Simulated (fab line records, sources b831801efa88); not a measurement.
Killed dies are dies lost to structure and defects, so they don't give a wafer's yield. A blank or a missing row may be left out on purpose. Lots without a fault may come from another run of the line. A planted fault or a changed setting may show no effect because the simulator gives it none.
One fault seen from 2 desks | flow gf180mcu | each desk has only its own numbers; what lay behind them comes last

THE TOOL OWNER'S DESK: rie_diel-01
The tool's own readings at GF_SAB_ETCH_11 (etches SiO2 in C4F8/O2/Ar, target depth 55 nm, time 8.5 s): means of the sampled wafers that have a number, for each lot that ran on this tool. A lot is out of limits, marked OUT, if its mean lies more than 4 standard deviations from the usual mean; the brackets give that distance.
Columns: A = oes_product_au at GF_SAB_ETCH_11, usual 1.001 a.u.; B = rf_fwd_power_W at GF_SAB_ETCH_11, usual 1470 W
lot  | first seen here | A     | B
L496 | day 15 09:32    | 0.996 | 1475
L500 | day 16 20:02    | 1.010 | 1479
L504 | day 18 13:05    | 1.006 | 1478
L515 | day 22 08:41    | 1.007 | 1556 (+11) OUT
This desk's finding: out of limits on L515; first on L515, day 22 08:41 (rf_fwd_power_W at GF_SAB_ETCH_11). In limits: L496, L500, L504.

THE METROLOGY DESK
What the gauges read, lot by lot, whatever tool the lot ran on: means of the sampled wafers that have a number. A lot is out of limits, marked OUT, if its mean lies more than 4 standard deviations from the usual mean; the brackets give that distance.
Columns: A = V1_OVL at GF_V1_OVL_MEAS_15, usual -1 nm
lot  | first seen here | A
L495 | day 17 23:46    | 1
L496 | day 18 10:31    | -6
L497 | day 18 19:42    | -12
L498 | day 19 00:13    | -3
L499 | day 19 17:30    | -6
L500 | day 19 23:44    | 3
L504 | day 21 17:51    | -2
L507 | day 22 17:06    | -4
L508 | day 22 23:24    | -4
L509 | day 23 10:45    | 5
L511 | day 23 23:08    | 3
L515 | day 25 08:36    | -1
L516 | day 25 13:54    | -4
This desk's finding: nothing out of limits on any of the 13 lots.

PUT TOGETHER
The tool owner's desk could have raised an alarm at day 22 08:41, on L515.
The metrology desk saw nothing out of limits.
The metrology desk has L515 on record, within its limits.
Of the lots named, all ran GF_SAB_ETCH_11 on rie_diel-01.

WHAT THE SIMULATOR HAD PUT IN
Process parameter drift: rie_diel-01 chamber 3, from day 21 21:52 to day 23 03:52, at GF_SAB_ETCH_11. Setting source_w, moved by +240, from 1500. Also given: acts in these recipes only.
Lots struck among those shown: L515.
Hours from the fault's start to each desk's first reading out of limits: the tool owner's desk, 11.
